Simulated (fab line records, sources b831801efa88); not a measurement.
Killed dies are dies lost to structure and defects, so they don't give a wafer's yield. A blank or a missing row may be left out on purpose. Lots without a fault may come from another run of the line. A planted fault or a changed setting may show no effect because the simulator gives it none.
Which tool did it? | flow gf180mcu | 7 lots, 21 wafers sampled, at 2 steps of a route of 602

WHAT THE GAUGES READ, wafer by wafer
GF_VT_IMPLANT_TW_MEAS_32.
lot  | measured     | on            | VT_IMPLANT_3_TW
L530 | day 7 18:31  | film_metro-03 | 268.2 267.1 267.4
L532 | day 8 06:05  | film_metro-02 | 267.1 268.2 267.2
L534 | day 8 18:23  | film_metro-02 | 267.2 268.5 268.1
L539 | day 10 03:46 | film_metro-04 | 271.5 272.4 272.4
L541 | day 10 17:14 | film_metro-02 | 271.6 270.4 269.1
L545 | day 11 18:00 | film_metro-02 | 269.2 270.5 268.6
L547 | day 12 05:44 | film_metro-03 | 266.3 266.2 267.8

WHICH TOOL RAN EACH LOT (tool, then ch and the chambers of the sampled wafers, then the start)
lot  | GF_VT_IMPLANT_STRIP_31
L530 | plasma_asher-02 ch 0,1, day 7 18:25
L532 | plasma_asher-04 ch 0,1, day 8 05:59
L534 | plasma_asher-03 ch 0,1, day 8 18:17
L539 | plasma_asher-02 ch 0,1, day 10 03:40
L541 | plasma_asher-03 ch 0,1, day 10 17:08
L545 | plasma_asher-03 ch 0,1, day 11 17:53
L547 | plasma_asher-03 ch 0,1, day 12 05:38
- GF_VT_IMPLANT_STRIP_31: strips in O2/N2.

THE ANSWER, worked out from the rows above alone
Rule: what is usual is taken from the lots themselves. Put in order of their means at a reading, lots are off if they are a third of the lots or fewer, leave a main group of 4 or more, and stand apart from it by a gap of 3 or more times the standard deviation of the main group's means; of several such gaps the widest counts. A main group whose means are all the same, to the digits that the tables above print for the reading, isn't used. A lot without any number at a reading at which 4 lots or more have one is off too. The other lots that the step has rows for count as sound.
No lot is off at any reading shown: from this, nothing can be told.

WHAT THE SIMULATOR HAD PUT IN
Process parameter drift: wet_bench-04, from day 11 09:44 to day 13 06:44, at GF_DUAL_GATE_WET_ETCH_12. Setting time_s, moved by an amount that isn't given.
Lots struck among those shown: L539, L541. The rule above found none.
